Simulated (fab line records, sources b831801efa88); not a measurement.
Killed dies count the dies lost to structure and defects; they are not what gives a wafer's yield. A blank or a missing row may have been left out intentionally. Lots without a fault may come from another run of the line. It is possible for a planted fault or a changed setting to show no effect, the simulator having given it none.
The tool behind it: which one?	flow gf180mcu	Sampling: 11 lots, 33 wafers, 6 of 602 route steps

== WHAT EACH GAUGE READ, for each wafer ==
GF_V2_THK_MEAS_01.
lot	measured	on	V2_CVD_00_THK (nm)
L500	day 19 13:13	film-metro-01	616 603 610
L505	day 21 14:52	film-metro-03	600 594 594
L508	day 22 22:58	film-metro-02	603 607 604
L510	day 23 07:17	film-metro-03	594 598 603
L511	day 24 02:18	film-metro-03	599 601 601
L512	day 24 04:05	film-metro-01	597 601 606
L515	day 25 04:15	film-metro-01	617 617 609
L519	day 26 05:35	film-metro-01	604 607 608
L520	day 26 14:20	film-metro-01	596 595 590
L521	day 26 18:32	film-metro-02	610 609 603
L522	day 27 06:12	film-metro-02	617 608 608

GF_V2_RS_MEAS_24: uses a four-point probe to measure.
lot	measured	on	V2_W_RS (ohm/sq)
L500	day 20 14:44	film-metro-03	0.330 0.331 0.334
L505	day 22 15:53	film-metro-02	0.333 0.331 0.326
L508	day 23 23:13	film-metro-03	0.328 0.331 0.329
L510	day 24 06:11	film-metro-03	0.324 0.504 0.325
L511	day 25 02:56	film-metro-02	0.329 0.500 0.328
L512	day 25 04:32	film-metro-03	0.487 0.325 0.326
L515	day 26 03:07	film-metro-02	0.328 0.323 0.324
L519	day 27 04:44	film-metro-02	0.324 0.325 0.325
L520	day 27 11:47	film-metro-01	0.330 0.331 0.330
L521	day 27 16:41	film-metro-03	0.323 0.325 0.329
L522	day 28 04:07	film-metro-02	0.327 0.328 0.329

GF_V2_THK_MEAS_25: measures by xrf.
lot	measured	on	V2_W_THK (nm)
L500	day 20 14:50	film-metro-03	343 342 339
L505	day 22 16:01	film-metro-02	335 338 344
L508	day 23 23:19	film-metro-03	348 343 345
L510	day 24 06:17	film-metro-03	348 226 347
L511	day 25 03:02	film-metro-02	338 225 341
L512	day 25 04:40	film-metro-03	234 348 350
L515	day 26 03:14	film-metro-02	344 350 349
L519	day 27 04:50	film-metro-02	345 344 342
L520	day 27 11:53	film-metro-01	348 346 347
L521	day 27 16:49	film-metro-03	352 352 347
L522	day 28 04:14	film-metro-02	345 341 340

== EACH LOT AND THE TOOL THAT RAN IT (in order: tool; ch and the chambers of the sampled wafers; start) ==
lot	GF_V1_CVD_23	GF_V1_CMP_26	GF_V2_CVD_23
L500	cvd-w-02 ch 0,1, day 18 12:01	cmp-01 ch 0,2, day 18 12:17	cvd-w-02 ch 0,1, day 20 14:37
L505	cvd-w-02 ch 0,1, day 20 12:41	cmp-02 ch 2,3, day 20 13:01	cvd-w-02 ch 0,1, day 22 15:47
L508	cvd-w-02 ch 0,1, day 21 21:57	cmp-02 ch 0,3, day 21 22:15	cvd-w-02 ch 0,1, day 23 23:05
L510	cvd-w-02 ch 0,1, day 22 06:32	cmp-02 ch 1,2,3, day 22 06:53	cvd-w-02 ch 1, day 24 06:03
L511	cvd-w-01 ch 1, day 22 19:49	cmp-01 ch 0,1,2, day 22 20:12	cvd-w-02 ch 0,1, day 25 02:48
L512	cvd-w-02 ch 1, day 23 04:04	cmp-02 ch 0,2,3, day 23 04:25	cvd-w-02 ch 0,1, day 25 04:26
L515	cvd-w-01 ch 0,1, day 24 02:52	cmp-01 ch 1,2,3, day 24 04:35	cvd-w-01 ch 0,1, day 26 03:01
L519	cvd-w-02 ch 0,1, day 25 07:01	cmp-01 ch 0,2,3, day 25 07:25	cvd-w-01 ch 0,1, day 27 04:36
L520	cvd-w-01 ch 0,1, day 25 16:20	cmp-02 ch 0,1, day 25 16:37	cvd-w-02 ch 0,1, day 27 11:38
L521	cvd-w-02 ch 0,1, day 25 20:25	cmp-02 ch 0,3, day 25 20:42	cvd-w-01 ch 0,1, day 27 16:35
L522	cvd-w-01 ch 0,1, day 26 07:16	cmp-02 ch 0,1, day 26 07:37	cvd-w-01 ch 0,1, day 28 04:01
- GF_V1_CVD_23: deposits W, target thk 350 nm, time 105.05 s.
- GF_V1_CMP_26: polishes, stops on SiO2, t overpolish 15 s, target thk 0 nm.
- GF_V2_CVD_23: deposits W, target thk 350 nm, time 104.94 s.

== AS READ BY THE TOOLS THEMSELVES (means over the sampled wafers that have a number; for cases with no such wafer, the mark the record gives instead) ==
GF_V1_CVD_23.
lot	tool	heater-power-w (W)
L500	cvd-w-02	923
L505	cvd-w-02	943
L508	cvd-w-02	939
L510	cvd-w-02	890
L511	cvd-w-01	969
L512	cvd-w-02	878
L515	cvd-w-01	939
L519	cvd-w-02	913
L520	cvd-w-01	888
L521	cvd-w-02	933
L522	cvd-w-01	944

GF_V1_CMP_26.
lot	tool	motor-current-A (A)	overpolish-run-s (s)	retaining-ring-pressure-frac	slurry-flow-ml-min	time-to-endpoint-s (s)
L500	cmp-01	10.9	15.006	1.003	150.0	87
L505	cmp-02	12.2	14.995	0.998	149.9	84
L508	cmp-02	11.0	15.002	0.999	150.1	80
L510	cmp-02	12.1	15.014	1.001	149.9	81
L511	cmp-01	10.3	14.996	1.004	150.1	85
L512	cmp-02	11.5	15.005	0.997	150.2	84
L515	cmp-01	10.9	15.001	0.998	150.0	89
L519	cmp-01	10.1	15.006	1.002	150.4	77
L520	cmp-02	11.0	15.003	1.003	149.8	83
L521	cmp-02	10.9	15.003	0.995	149.4	82
L522	cmp-02	11.3	15.002	1.000	150.1	83

GF_V2_CVD_23.
lot	tool	heater-power-w (W)
L500	cvd-w-02	926
L505	cvd-w-02	933
L508	cvd-w-02	942
L510	cvd-w-02	864
L511	cvd-w-02	928
L512	cvd-w-02	912
L515	cvd-w-01	891
L519	cvd-w-01	937
L520	cvd-w-02	900
L521	cvd-w-01	889
L522	cvd-w-01	898

== THE ANSWER, worked out from the rows above alone ==
Rule: the usual values come from the lots themselves. Put in order of their means at a reading, lots are off if they are a third of the lots or fewer, leave a main group of 4 or more, and stand apart from it by a gap of 3 or more times the standard deviation of the main group's means; of several such gaps the widest counts. A main group whose means are all the same, to the digits that the tables above print for the reading, isn't used. A lot without any number at a reading at which 4 lots or more have one is off too. Any other lot the step has rows for is counted as sound. First the gauges in route order, then the tools' own readings, where a lot's mean is used as printed above. The first step at which some lot is off is used, and at that step the reading that is off furthest; a lot without a number counts as furthest.
Off: L510, L511, L512, seen at GF_V2_RS_MEAS_24 (V2_W_RS). The main group: mean 0.328 ohm/sq, standard deviation 0.0025.
A tool fits if, at a process step before that reading, it ran every lot that is off, and no sound lot after the first of them. The gauges at GF_V2_RS_MEAS_24 are tried like those tools. Not one of the candidates tried fits.

== WHAT HAD BEEN PUT IN BY THE SIMULATOR ==
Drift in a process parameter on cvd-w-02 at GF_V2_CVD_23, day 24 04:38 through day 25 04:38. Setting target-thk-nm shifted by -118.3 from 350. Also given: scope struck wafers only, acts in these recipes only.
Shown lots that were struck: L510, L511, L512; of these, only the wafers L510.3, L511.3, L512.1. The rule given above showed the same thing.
